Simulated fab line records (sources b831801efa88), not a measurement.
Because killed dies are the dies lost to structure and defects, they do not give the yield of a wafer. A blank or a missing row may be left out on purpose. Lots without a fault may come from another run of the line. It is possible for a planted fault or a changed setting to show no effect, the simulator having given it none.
A lot that was struck, set against a sound lot	flow sky130	17 out of 708 route steps
Sound: the wafers L783.1, L783.2, L783.4. Wafers struck: L782.1, L782.4, L782.5. The cause comes at the end.
For every step that has rows: the tool of each side, followed by ch and its chambers, followed by its first start. Under that, the readings that differ: sound wafers	struck wafers	difference of the means	sigmas: that difference in standard deviations of wafers without a fault.
alike: readings with means less than 2 such deviations apart, plus words and numbers identical on both sides. not compared: withheld readings, readings lacking a value on some wafer, bounds such as >300 that could conceal the same value, and numbers that have no deviation in the record and whose values overlap.
The two part at a step that has a row with sigmas, a row that says differs or no value, or rows on one side only. When numbers do not overlap yet have no deviation, they are printed without sigmas and do not part them. A reading that every wafer of one side lacks parts them only if that side has two wafers or more.

first, 1 step without rows for these wafers: SKY_VT_ADJUST_NCORE_IMPLANT_09.
SKY_VT_ADJUST_NCORE_STRIP_10: strips in O2/N2.
  sound on plasma-asher-03 ch 0,1, day 13 03:38; struck on plasma-asher-04 ch 0,1, day 12 14:35
  alike: drypump-motor-current-A, o2-flow-sccm, oes-product-au, strip-time-to-endpoint-s
  not compared: rf-hours-counter-h
SKY_VT_ADJUST_NCORE_TW_MEAS_11:
  sound on film-metro-04, day 13 03:44; struck on film-metro-01, day 12 14:41
  alike: VT_ADJUST_NCORE_TW
then, 7 steps without rows for these wafers: SKY_VT_ADJUST_HVTR_DEHYDRATE_00 (time 60 s); SKY_VT_ADJUST_HVTR_HMDS_01 (prime time 60 s); SKY_VT_ADJUST_HVTR_COAT_02 (resist thk 1140 nm); SKY_VT_ADJUST_HVTR_SOFTBAKE_03 (time 60 s); SKY_VT_ADJUST_HVTR_EXPOSE_04 (exposes mask HVTRM, target cd 380 nm); SKY_VT_ADJUST_HVTR_PEB_05; SKY_VT_ADJUST_HVTR_DEVELOP_06 (develop time 60 s).
SKY_VT_ADJUST_HVTR_CD_MEAS_07: target cd 380 nm.
  sound on cd-sem-01, day 14 05:52; struck on cd-sem-01, day 13 16:43
  alike: cd-nm
SKY_VT_ADJUST_HVTR_OVL_MEAS_08:
  sound on overlay-01, day 14 05:59; struck on overlay-02, day 13 16:50
  alike: VT_ADJUST_HVTR_OVL
SKY_VT_ADJUST_HVTR_IMPLANT_09:
  sound on implanter-04 ch 0, day 14 06:02; struck on implanter-02 ch 0, day 13 16:55
reading	sound	struck	difference	sigmas
dose-ions-cm2	2.1005e+12 2.0998e+12 2.1012e+12	1.3839e+12 1.3818e+12 1.3825e+12	-7.1777e+11	-99 or more
faraday-current-uA	12.14 11.98 12.19	7.90 7.59 7.76	-4.35	-19
SKY_VT_ADJUST_HVTR_STRIP_10: strips in O2/N2.
  sound on plasma-asher-02 ch 0,1, day 14 06:11; struck on plasma-asher-03 ch 0,1, day 13 17:04
reading	sound	struck	difference	sigmas
strip-time-to-endpoint-s (s)	14.06 14.11 14.11	14.20 14.21 14.19	+0.11	+2
  alike: drypump-motor-current-A, o2-flow-sccm, oes-product-au
  not compared: rf-hours-counter-h
SKY_VT_ADJUST_HVTR_TW_MEAS_11:
  sound on film-metro-01, day 14 06:17; struck on film-metro-02, day 13 17:10
reading	sound	struck	difference	sigmas
VT_ADJUST_HVTR_TW	212.3 212.8 212.2	188.0 186.6 186.9	-25.3	-19
then, 1 step without rows for these wafers: SKY_VT_ADJUST_PCH_DEHYDRATE_00 (time 60 s).
-- here the record skips 36 days between the struck wafers' starts before and after, leaving off in module VT_ADJUST_PCH and picking up in module PAD_OPEN (first step shown: number 708 of the route) --
SKY_PAD_OPEN_PROBE_99:
  sound on prober-02, day 50 00:47; struck on prober-01, day 49 05:21
  alike: killed_at_M0_to_M3, killed_at_M4_up, killed-at-contacts, killed-at-front-end, killed-at-other, killed-dies, killed-open, killed-short

WHERE THEY PART
First at SKY_VT_ADJUST_HVTR_IMPLANT_09; last, within this record, at SKY_VT_ADJUST_HVTR_TW_MEAS_11. Later steps at which nothing parts them and some readings are alike: SKY_PAD_OPEN_PROBE_99.

WHY: what had been put in by the simulator
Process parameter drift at SKY_VT_ADJUST_HVTR_IMPLANT_09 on implanter-02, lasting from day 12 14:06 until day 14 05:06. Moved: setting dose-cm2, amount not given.
